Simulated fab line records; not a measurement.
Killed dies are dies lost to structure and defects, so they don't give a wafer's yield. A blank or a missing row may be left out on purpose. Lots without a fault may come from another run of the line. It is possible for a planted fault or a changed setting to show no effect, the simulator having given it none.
Struck lot and sound lot, side by side    flow sfqLine    37 out of 325 route steps
Sound: wafers L826.2, L826.5, L826.6. Struck: wafer L832.5. (L832.1, L832.4 of the same lot were not struck and are left out.) The cause comes at the end.
Order at every step that has rows: each side's tool, ch and its chambers, its first start. Under that, the readings that differ: sound wafers    struck wafers    difference of the means    sigmas: that difference in standard deviations of wafers without a fault.
alike: readings with means less than 2 such deviations apart, plus words and numbers identical on both sides. not compared: withheld readings, readings lacking a value on some wafer, bounds such as >300 that could conceal the same value, and numbers that have no deviation in the record and whose values overlap.
A row with sigmas, a row that says differs or no value, or rows on one side alone: a step with any of these is where the two part. Numbers that have no deviation but don't overlap get no sigmas and don't part them. A reading that every wafer of one side lacks parts them only if that side has two wafers or more.

SFQ_R5_THK_MEAS_934: measures by xrf.
  sound on filmMetro-02, day 50 13:23; struck on filmMetro-02, day 57 01:12
  alike: R5_MONX_THK
then, 6 steps without rows for these wafers: SFQ_TRILAYER_R5_LITHO_COAT_141 (resist thk 62 nm); SFQ_TRILAYER_R5_LITHO_COAT_136 (resist thk 600 nm); SFQ_TRILAYER_R5_LITHO_SOFTBAKE_140; SFQ_TRILAYER_R5_LITHO_EXPOSE_137 (exposes mask R5, target cd 500 nm); SFQ_TRILAYER_R5_LITHO_PEB_139 (peb time 60 s); SFQ_TRILAYER_R5_LITHO_DEVELOP_138 (time 60 s).
SFQ_R5_OVL_MEAS_935:
  sound on overlay-02, day 55 18:40; struck on overlay-02, day 57 03:38
  alike: R5_OVL
then, 1 step without rows for these wafers: SFQ_TRILAYER_R5_BARC_OPEN_METAL_ETCH_177 (etches BARC in O2, target depth 125 nm, time 41.7 s).
SFQ_TRILAYER_R5_ETCH_METAL_ETCH_139: etches the open film in Cl2, stops on SiO2, target depth 60 nm, time 40 s.
  sound on rieMetal-04 ch 0,1, day 55 18:45; struck on rieMetal-03 ch 0, day 57 03:44
reading              sound              struck  difference  sigmas
oesProductAu (a.u.)  0.982 0.983 0.982  0.996   +0.014      +2
  alike: drypumpMotorCurrentA
  not compared: rfHoursCounterH
then, 2 steps without rows for these wafers: SFQ_TRILAYER_R5_STRIP_STRIP_140 (strips in O2); SFQ_TRILAYER_R5_STRIP_SOLV_CLEAN_141 (cleans in NMP, time 600 s).
SFQ_TRILAYER_A5C_DEP_PECVD_142: deposits SiO2 from SiH4/N2O, time 15.556 s, target thk 70 nm.
  sound on pecvd-04 ch 0,1, day 55 19:36; struck on pecvd-02 ch 2, day 57 04:34
reading                                              sound              struck  difference  sigmas
throttleValvePct (%)                                 23.4 23.4 23.8     25.5    +2.0        +2
model.SiO2_of_TRILAYER_A5C_DEP_PECVD_142.thkNm (nm)  70.14 71.11 69.81  53.81   -16.54      
  alike: heaterPowerW, susceptorTempC
then, 6 steps without rows for these wafers: SFQ_TRILAYER_I5_LITHO_COAT_149 (resist thk 62 nm); SFQ_TRILAYER_I5_LITHO_COAT_144 (resist thk 650 nm); SFQ_TRILAYER_I5_LITHO_SOFTBAKE_148; SFQ_TRILAYER_I5_LITHO_EXPOSE_145 (exposes mask I5, target cd 700 nm); SFQ_TRILAYER_I5_LITHO_PEB_147 (peb time 60 s); SFQ_TRILAYER_I5_LITHO_DEVELOP_146 (time 60 s).
-- the record jumps here: 6 days lie between the struck wafers' starts before and after --
SFQ_I5_OVL_MEAS_936:
  sound on overlay-02, day 60 06:19; struck on overlay-01, day 63 06:40
  alike: I5_OVL
SFQ_TRILAYER_I5_BARC_OPEN_VIA_ETCH_200: etches BARC in O2, target depth 125 nm, time 41.7 s.
  sound on rieDiel-03 ch 0,2,3, day 60 06:21; struck on rieDiel-03 ch 3, day 63 06:42
  alike: drypumpMotorCurrentA, oesProductAu
  not compared: rfHoursCounterH
then, 1 step without rows for these wafers: SFQ_TRILAYER_I5_ETCH_VIA_ETCH_147 (etches the open film in CHF3, stops on Nb, target depth 360 nm).
SFQ_TRILAYER_I5_STRIP_STRIP_148: strips in O2.
  sound on rieMetal-02 ch 0,1, day 60 06:32; struck on rieMetal-04 ch 1, day 63 06:53
  alike: drypumpMotorCurrentA, oesProductAu
  not compared: rfHoursCounterH
then, 7 steps without rows for these wafers: SFQ_TRILAYER_I5_STRIP_SOLV_CLEAN_149 (cleans in NMP, time 600 s); SFQ_TRILAYER_C5_LITHO_COAT_156 (resist thk 62 nm); SFQ_TRILAYER_C5_LITHO_COAT_151 (resist thk 650 nm); SFQ_TRILAYER_C5_LITHO_SOFTBAKE_155; SFQ_TRILAYER_C5_LITHO_EXPOSE_152 (exposes mask C5, target cd 500 nm); SFQ_TRILAYER_C5_LITHO_PEB_154 (peb time 60 s); SFQ_TRILAYER_C5_LITHO_DEVELOP_153 (time 60 s).
SFQ_C5_OVL_MEAS_937:
  sound on overlay-01, day 61 00:59; struck on overlay-02, day 64 04:56
  alike: C5_OVL
SFQ_TRILAYER_C5_BARC_OPEN_VIA_ETCH_210: etches BARC in O2, target depth 125 nm, time 41.7 s.
  sound on rieDiel-01 ch 0,2,3, day 61 01:01; struck on rieDiel-04 ch 2, day 64 04:58
  alike: drypumpMotorCurrentA, oesProductAu
  not compared: rfHoursCounterH
SFQ_TRILAYER_C5_ETCH_VIA_ETCH_154: etches SiO2 in CHF3, stops on Nb, target depth 84 nm.
  sound on rieDiel-01 ch 0,2,3, day 61 01:04; struck on rieDiel-04 ch 2, day 64 05:01
reading                       sound              struck  difference  sigmas
oesProductAu (a.u.)           0.897 0.903 0.891  0.761   -0.136      -17
model.C5.featureDepthNm (nm)  70.14 71.11 69.81  53.81   -16.54      
model.etch.depthNm (nm)       70.14 71.11 69.81  53.81   -16.54      
  alike: drypumpMotorCurrentA
SFQ_TRILAYER_C5_STRIP_STRIP_155: strips in O2.
  sound on rieMetal-01 ch 0,1, day 61 01:07; struck on rieMetal-01 ch 1, day 64 05:04
  alike: drypumpMotorCurrentA, oesProductAu
  not compared: rfHoursCounterH
then, 1 step without rows for these wafers: SFQ_TRILAYER_C5_STRIP_SOLV_CLEAN_156 (cleans in NMP, time 600 s).
SFQ_TRILAYER_M6_DEP_PRE_CLEAN_158: time 22.5 s.
  sound on pvdSputter-03, day 61 01:53; struck on pvdSputter-03, day 64 06:26
reading                                              sound              struck  difference  sigmas
model.SiO2_of_TRILAYER_A5C_DEP_PECVD_142.thkNm (nm)  62.64 63.61 62.31  46.31   -16.54      
then, 1 step without rows for these wafers: SFQ_TRILAYER_M6_DEP_SPUTTER_157 (material Nb, target thk 200 nm, time 133.3 s).

WHERE THEY PART
At SFQ_TRILAYER_R5_ETCH_METAL_ETCH_139 first; at SFQ_TRILAYER_C5_ETCH_VIA_ETCH_154 last (within this record only). Later steps at which nothing parts them and some readings are alike: SFQ_TRILAYER_C5_STRIP_STRIP_155.

WHY: whatever the simulator had introduced
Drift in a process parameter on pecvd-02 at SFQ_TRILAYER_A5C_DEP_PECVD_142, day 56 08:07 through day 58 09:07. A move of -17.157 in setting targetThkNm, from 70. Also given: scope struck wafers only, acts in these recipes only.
